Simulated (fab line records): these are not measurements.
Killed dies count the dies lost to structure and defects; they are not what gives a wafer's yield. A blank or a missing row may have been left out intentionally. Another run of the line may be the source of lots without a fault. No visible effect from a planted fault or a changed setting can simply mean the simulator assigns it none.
Split-lot experiment    flow sfq-line    5 lots, 23 wafers read, on a route of 325 steps

== ABOUT THE SPLIT ==
At SFQ_TRILAYER_R5_DEP_SPUTTER_132 (material Ti, target thk 5 nm, time 5 s), the setting time-s was moved away from the recipe's 5 s on 6 of the 23 wafers read, by -10.2% to +6.3%. For the rest of the wafers, this setting stayed at what the recipe calls for.

The split's own step is where the reading is taken.

== THE READING ==
Ti_of_TRILAYER_R5_DEP_SPUTTER_132.thk-nm (the simulator's own value, which no gauge read), in nm, at SFQ_TRILAYER_R5_DEP_SPUTTER_132 (material Ti, target thk 5 nm, time 5 s). The file does not state a usual value for it. Average 4.997 nm, standard deviation 0.14 nm, over the 17 wafers here run with the recipe.

wafer   tool, chamber at the split  time-s as run, s  against the recipe  Ti_of_TRILAYER_R5_DEP_SPUTTER_132.thk-nm, nm  against lot-mates on the recipe
L074.1  pvd-sputter-03, -           5                 recipe              5.143                                         -
L074.2  pvd-sputter-03, -           4.49              -10.2%              4.66                                          -0.511
L074.3  pvd-sputter-03, -           5                 recipe              5.273                                         -
L074.4  pvd-sputter-03, -           4.49              -10.2%              4.749                                         -0.422
L074.5  pvd-sputter-03, -           5                 recipe              5.096                                         -
L075.1  pvd-sputter-05, -           5                 recipe              5.091                                         -
L075.2  pvd-sputter-05, -           5                 recipe              5.205                                         -
L075.4  pvd-sputter-05, -           5                 recipe              5.074                                         -
L079.1  pvd-sputter-05, -           5                 recipe              4.853                                         -
L079.3  pvd-sputter-05, -           5                 recipe              4.934                                         -
L079.4  pvd-sputter-05, -           5                 recipe              4.965                                         -
L079.5  pvd-sputter-05, -           5.315             +6.3%               5.266                                         +0.349
L079.6  pvd-sputter-05, -           5.315             +6.3%               5.186                                         +0.269
L081.2  pvd-sputter-03, -           5                 recipe              4.863                                         -
L081.3  pvd-sputter-03, -           5                 recipe              4.973                                         -
L081.4  pvd-sputter-03, -           5                 recipe              4.992                                         -
L081.5  pvd-sputter-03, -           5                 recipe              5.024                                         -
L081.6  pvd-sputter-03, -           5                 recipe              4.734                                         -
L084.1  pvd-sputter-04, -           5                 recipe              4.972                                         -
L084.2  pvd-sputter-04, -           4.742             -5.2%               4.657                                         -0.251
L084.3  pvd-sputter-04, -           4.742             -5.2%               4.433                                         -0.475
L084.4  pvd-sputter-04, -           5                 recipe              4.861                                         -
L084.5  pvd-sputter-04, -           5                 recipe              4.891                                         -

FIT RESULTS
A straight line over all 23 wafers: Ti_of_TRILAYER_R5_DEP_SPUTTER_132.thk-nm changes by +0.0389 nm for each +1% of time-s; r = +0.71; the points scatter about the line by 0.15 nm.
The same after taking each lot's own level away (the mean of its wafers on the recipe; 23 wafers): +0.05 nm for each +1%; r = +0.92; scatter 0.086 nm.
The reading moves by 0.51 nm for the largest change in time-s, on that fit.
The lots' own levels span 4.9080 to 5.1707 nm, that is 1.9 times the standard deviation above.
So the lot-to-lot level blurs the effect unless lot-mates are compared.
Check: -0.518 nm against its lot-mates is what the line predicts for one of the wafers moved furthest among these (-10.2%) when that wafer is left out of the fit. Against them it came out at -0.511 nm.

== ADDITIONAL SPLITS CARRIED BY THESE WAFERS ==
Other splits were also applied to these wafers ahead of the reading. Each is held against what the fit with the lots' levels taken away leaves over:
other split on the same wafers            wafers away from the commonest value  r with Ti_of_TRILAYER_R5_DEP_SPUTTER_132.thk-nm (lot level and that fit taken away)
SFQ_TRILAYER_M5_LITHO_EXPOSE_124 dose-mj  10                                    +0.20
SFQ_TRILAYER_A5B_DEP_PECVD_129 time-s     8                                     -0.07

== THE FILE'S OWN FIT ==
Ti_of_TRILAYER_R5_DEP_SPUTTER_132.thk-nm changes by +0.0503 nm for each +1% of time-s, r = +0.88.
